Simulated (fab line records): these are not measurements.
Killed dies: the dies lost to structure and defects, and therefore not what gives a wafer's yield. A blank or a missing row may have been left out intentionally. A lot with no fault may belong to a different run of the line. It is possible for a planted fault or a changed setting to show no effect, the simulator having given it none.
Which of the tools did it?	flow sky130	Sampling: 12 lots, 36 wafers, 6 of 708 route steps

WHAT THE GAUGES SHOWED, per wafer
SKY_SD_N_RS_MEAS_16: measures by four-point-probe. Usual: SD_N_RS gives 68.59 ohm/sq (standard deviation 0.1).
lot	measured	on	SD_N_RS (ohm/sq)	flag
L667	day 27 18:43	film-metro-02	68.69 68.61 68.61	
L671	day 29 03:19	film-metro-01	68.51 68.56 68.35	
L676	day 30 20:23	film-metro-04	66.47 66.38 66.33	OFF
L677	day 31 06:40	film-metro-01	66.46 66.51 66.46	OFF
L680	day 32 05:13	film-metro-04	68.65 68.65 68.62	
L682	day 33 01:38	film-metro-02	68.59 68.77 68.52	
L684	day 33 16:35	film-metro-04	68.80 68.71 68.50	
L685	day 34 00:07	film-metro-01	68.60 68.53 68.51	
L686	day 34 17:34	film-metro-01	68.61 68.60 68.63	
L687	day 34 19:56	film-metro-01	68.49 68.42 68.58	
L688	day 35 01:26	film-metro-02	68.60 68.65 68.79	
L689	day 35 05:34	film-metro-01	68.61 68.54 68.47	

SKY_SD_N_RS_MEAS_17: measures by four-point-probe. Usual: SD_P_RS gives 147.2 ohm/sq (standard deviation 0.31).
lot	measured	on	SD_P_RS (ohm/sq)	flag
L667	day 27 18:50	film-metro-02	147.0 146.9 147.1	
L671	day 29 03:26	film-metro-01	146.7 147.1 147.0	
L676	day 30 20:31	film-metro-04	136.9 136.6 136.8	OFF
L677	day 31 06:47	film-metro-01	136.8 137.0 136.4	OFF
L680	day 32 05:20	film-metro-04	147.5 147.9 147.3	
L682	day 33 01:46	film-metro-02	147.6 147.7 147.1	
L684	day 33 16:43	film-metro-04	147.3 147.0 146.9	
L685	day 34 00:14	film-metro-01	146.9 147.0 147.1	
L686	day 34 17:41	film-metro-01	147.2 147.4 147.0	
L687	day 34 20:04	film-metro-01	147.0 146.9 146.7	
L688	day 35 01:33	film-metro-02	148.1 147.6 147.7	
L689	day 35 05:41	film-metro-01	147.5 147.5 147.0	

SKY_LI_CONTACT_OVL_MEAS_13. Usual: LI_CONTACT_OVL gives -2 nm (standard deviation 5.7).
lot	measured	on	LI_CONTACT_OVL (nm)	flag
L667	day 28 23:49	overlay-02	-2 -1 -4	
L671	day 30 08:42	overlay-02	-12 -7 -4	
L676	day 32 01:37	overlay-01	-3 -1 -4	
L677	day 32 11:49	overlay-01	-5 -6 -3	
L680	day 33 10:14	overlay-02	-3 0 -3	
L682	day 34 05:52	overlay-01	4 6 4	
L684	day 34 20:56	overlay-02	-6 -12 -9	
L685	day 35 05:04	overlay-02	-4 -4 -7	
L686	day 35 22:43	overlay-02	-5 -4 -4	
L687	day 36 00:37	overlay-01	1 4 -2	
L688	day 36 05:30	overlay-02	3 -4 3	
L689	day 36 09:28	overlay-02	-3 -3 3	

SKY_LOCAL_INTERCONNECT_RS_MEAS_01: measures by four-point-probe. Usual: LOCAL_INTERCONNECT_TIN_RS gives 14.21 ohm/sq (standard deviation 0.17).
lot	measured	on	LOCAL_INTERCONNECT_TIN_RS (ohm/sq)	flag
L667	day 29 01:08	film-metro-01	14.13 14.15 14.14	
L671	day 30 09:59	film-metro-01	14.04 14.09 14.15	
L676	day 32 02:53	film-metro-02	14.23 14.22 14.41	
L677	day 32 13:14	film-metro-03	13.88 14.16 13.88	
L680	day 33 11:31	film-metro-02	14.30 14.44 14.01	
L682	day 34 07:10	film-metro-02	14.42 14.39 14.43	
L684	day 34 22:13	film-metro-03	13.96 13.70 14.00	
L685	day 35 06:33	film-metro-01	14.24 14.27 14.23	
L686	day 35 23:58	film-metro-01	14.43 14.38 14.45	
L687	day 36 01:55	film-metro-02	14.11 14.14 14.10	
L688	day 36 06:46	film-metro-03	14.49 14.45 14.32	
L689	day 36 10:47	film-metro-03	14.38 14.30 14.39	

WHAT TOOL EACH LOT RAN ON (gives the tool, then ch and the chambers of the sampled wafers, and finally the start)
lot	SKY_SD_N_RTA_14	SKY_LI_CONTACT_SPUTTER_20
L667	rtp-anneal-01 ch 0, day 27 18:31	pvd-sputter-01, day 29 00:20
L671	rtp-anneal-01 ch 0, day 29 03:08	pvd-sputter-02, day 30 09:16
L676	rtp-anneal-01 ch 0, day 30 20:13	pvd-sputter-03, day 32 02:08
L677	rtp-anneal-01 ch 0, day 31 06:29	pvd-sputter-02, day 32 12:21
L680	rtp-anneal-02 ch 0, day 32 05:02	pvd-sputter-01, day 33 10:46
L682	rtp-anneal-02 ch 0, day 33 01:27	pvd-sputter-02, day 34 06:25
L684	rtp-anneal-02 ch 0, day 33 16:25	pvd-sputter-03, day 34 21:28
L685	rtp-anneal-01 ch 0, day 33 23:55	pvd-sputter-01, day 35 05:43
L686	rtp-anneal-02 ch 0, day 34 17:24	pvd-sputter-02, day 35 23:14
L687	rtp-anneal-01 ch 0, day 34 19:45	pvd-sputter-02, day 36 01:08
L688	rtp-anneal-02 ch 0, day 35 01:16	pvd-sputter-02, day 36 06:02
L689	rtp-anneal-01 ch 0, day 35 05:22	pvd-sputter-03, day 36 09:59
- SKY_SD_N_RTA_14: time 2 s.
- SKY_LI_CONTACT_SPUTTER_20: material TiN, target thk 20 nm, time 80 s.

WHAT THE TOOLS THEMSELVES READ (means of the sampled wafers that have a number; where no wafer has one, the mark that the record gives instead)
SKY_SD_N_RTA_14. Usual: lamp-power-pct 15.73 %, standard deviation 0.053; wafer_temp_C_max 1078.1, standard deviation 1.5.
lot	tool	lamp-power-pct (%)	wafer_temp_C_max	flag
L667	rtp-anneal-01	15.73	1077.0	
L671	rtp-anneal-01	15.74	1079.5	
L676	rtp-anneal-01	15.88	1091.1	OFF
L677	rtp-anneal-01	15.90	1090.1	OFF
L680	rtp-anneal-02	15.72	1078.3	
L682	rtp-anneal-02	15.72	1077.8	
L684	rtp-anneal-02	15.70	1078.4	
L685	rtp-anneal-01	15.80	1077.1	
L686	rtp-anneal-02	15.76	1078.2	
L687	rtp-anneal-01	15.78	1077.6	
L688	rtp-anneal-02	15.70	1078.8	
L689	rtp-anneal-01	15.69	1079.6	

SKY_LI_CONTACT_SPUTTER_20. Usual: throttle-valve-pct at 29.7 %, with a standard deviation of 0.9.
lot	tool	throttle-valve-pct (%)	flag
L667	pvd-sputter-01	30.2	
L671	pvd-sputter-02	28.4	
L676	pvd-sputter-03	29.6	
L677	pvd-sputter-02	29.4	
L680	pvd-sputter-01	29.4	
L682	pvd-sputter-02	29.3	
L684	pvd-sputter-03	30.4	
L685	pvd-sputter-01	30.3	
L686	pvd-sputter-02	28.9	
L687	pvd-sputter-02	29.0	
L688	pvd-sputter-02	29.2	
L689	pvd-sputter-03	30.3	

THE ANSWER, worked out from the rows above alone
Rule: lot off if the mean of its wafers having a number is beyond 3 standard deviations from the usual mean. Also off: a lot with no number at a reading for which 4 or more lots have one. Where the step has rows for the other lots, those lots are counted as sound. After the gauges, taken in route order, come the tools' own readings; for these a lot's mean is taken, as printed above. The first step at which some lot is off is used, and at that step the reading that is off furthest; a lot without a number counts as furthest.
Off: at SKY_SD_N_RS_MEAS_16 (SD_N_RS), L676, L677.
If a tool, at a process step before that reading, ran all the lots that are off and no sound lot after the first of them, it fits. The gauges at SKY_SD_N_RS_MEAS_16 aren't tried: what is off there is off at SKY_SD_N_RTA_14 too, on other tools, and a gauge's error can't cause that. Not one of the candidates tried fits.

WHAT WAS PUT IN BY THE SIMULATOR
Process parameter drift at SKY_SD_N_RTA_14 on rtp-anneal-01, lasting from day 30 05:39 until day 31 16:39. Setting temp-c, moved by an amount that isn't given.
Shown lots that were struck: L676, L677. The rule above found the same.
